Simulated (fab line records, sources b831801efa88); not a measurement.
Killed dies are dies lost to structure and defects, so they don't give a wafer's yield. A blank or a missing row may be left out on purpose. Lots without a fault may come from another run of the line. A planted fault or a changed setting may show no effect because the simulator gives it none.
Split-lot experiment | flow sfq_line | 5 lots, 23 wafers read, on a route of 325 steps

THE SPLIT
At SFQ_TRILAYER_R5_DEP_SPUTTER_133 (material MoNx, target thk 40 nm, time 66.7 s), the setting time_s was moved away from the recipe's 66.7 s on 9 of the 23 wafers read, by -14.9% to -9.0%. The other wafers ran this setting at the recipe's value.

FROM THE SPLIT TO THE READING: what the file shows between them, 2 steps
- SFQ_TRILAYER_R5_DEP_SPUTTER_134: material Ti, target thk 5 nm, time 5 s
- SFQ_R5_RS_MEAS_933: measures by four-point-probe

THE READING
R5_MONX_THK, in nm, at SFQ_R5_THK_MEAS_934 (measures by xrf). Fault-free wafers of this fab line usually give 40.2 nm, standard deviation 0.48 nm.

wafer  | tool, chamber at the split | time_s as run, s | against the recipe | R5_MONX_THK, nm | against lot-mates on the recipe
L077.1 | pvd_sputter-04, -          | 66.7             | recipe             | 40.6            | -
L077.2 | pvd_sputter-04, -          | 60.71            | -9.0%              | 36.8            | -3.9
L077.3 | pvd_sputter-04, -          | 60.71            | -9.0%              | 37.3            | -3.4
L077.4 | pvd_sputter-04, -          | 66.7             | recipe             | 40.7            | -
L077.5 | pvd_sputter-04, -          | 60.71            | -9.0%              | 37.0            | -3.7
L078.1 | pvd_sputter-03, -          | 66.7             | recipe             | 40.3            | -
L078.2 | pvd_sputter-03, -          | 66.7             | recipe             | 39.7            | -
L078.3 | pvd_sputter-03, -          | 66.7             | recipe             | 40.1            | -
L078.4 | pvd_sputter-03, -          | 66.7             | recipe             | 39.6            | -
L078.6 | pvd_sputter-03, -          | 66.7             | recipe             | 39.9            | -
L079.1 | pvd_sputter-04, -          | 66.7             | recipe             | 40.0            | -
L079.2 | pvd_sputter-04, -          | 58.73            | -11.9%             | 34.9            | -5.1
L079.3 | pvd_sputter-04, -          | 58.73            | -11.9%             | 35.5            | -4.5
L079.4 | pvd_sputter-04, -          | 58.73            | -11.9%             | 35.1            | -4.9
L079.6 | pvd_sputter-04, -          | 66.7             | recipe             | 40.0            | -
L081.1 | pvd_sputter-06, -          | 56.77            | -14.9%             | 34.1            | -6.2
L081.2 | pvd_sputter-06, -          | 66.7             | recipe             | 40.1            | -
L081.4 | pvd_sputter-06, -          | 56.77            | -14.9%             | 34.2            | -6.1
L081.5 | pvd_sputter-06, -          | 56.77            | -14.9%             | 34.6            | -5.7
L081.6 | pvd_sputter-06, -          | 66.7             | recipe             | 40.5            | -
L085.3 | pvd_sputter-04, -          | 66.7             | recipe             | 40.6            | -
L085.4 | pvd_sputter-04, -          | 66.7             | recipe             | 41.0            | -
L085.6 | pvd_sputter-04, -          | 66.7             | recipe             | 40.6            | -

THE FIT
A straight line over all 23 wafers: R5_MONX_THK changes by +0.403 nm for each +1% of time_s; r = +0.99; the points scatter about the line by 0.4 nm.
The same after taking each lot's own level away (the mean of its wafers on the recipe; 23 wafers): +0.403 nm for each +1%; r = +1.00; scatter 0.22 nm.
On that fit, the largest move of time_s shifts the reading by 6 nm.
The lots' own levels span 39.92 to 40.73 nm, that is 1.7 times the standard deviation above.
So the lot-to-lot level changes the slope little: the two slopes agree.
Check: with one of the wafers moved furthest among these (-14.9%) left out of the fit, the line predicts -5.97 nm for it against its lot-mates. It came out at -6.2 nm against them.

OTHER SPLITS ON THESE WAFERS
These wafers also went through other splits before the reading. Each is held against what the fit with the lots' levels taken away leaves over:
other split on the same wafers               | wafers away from the commonest value | r with R5_MONX_THK (lot level and that fit taken away)
SFQ_TRILAYER_M5_LITHO_COAT_123 resist_thk_nm | 6                                    | +0.08
SFQ_TRILAYER_M5_ETCH_METAL_ETCH_126 time_s   | 10                                   | -0.43

THE WHOLE CHAIN: every reading that the file lists as answering this split, in the file's order
step                            | what it does                                 | reading                                                                                     | change (the file's fit)               | r (the file's)
SFQ_TRILAYER_R5_DEP_SPUTTER_133 | material MoNx, target thk 40 nm, time 66.7 s | MoNx_of_TRILAYER_R5_DEP_SPUTTER_133.thk_nm (the simulator's own value, which no gauge read) | +0.401 nm for each +1% of the setting | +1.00
SFQ_R5_RS_MEAS_933              | measures by four-point-probe                 | R5_MONX_RS                                                                                  | -0.0757 for each +1% of the setting   | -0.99
SFQ_R5_THK_MEAS_934             | measures by xrf                              | R5_MONX_THK                                                                                 | +0.404 for each +1% of the setting    | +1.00

THE FILE'S OWN FIT
R5_MONX_THK changes by +0.404 nm for each +1% of time_s, r = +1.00.
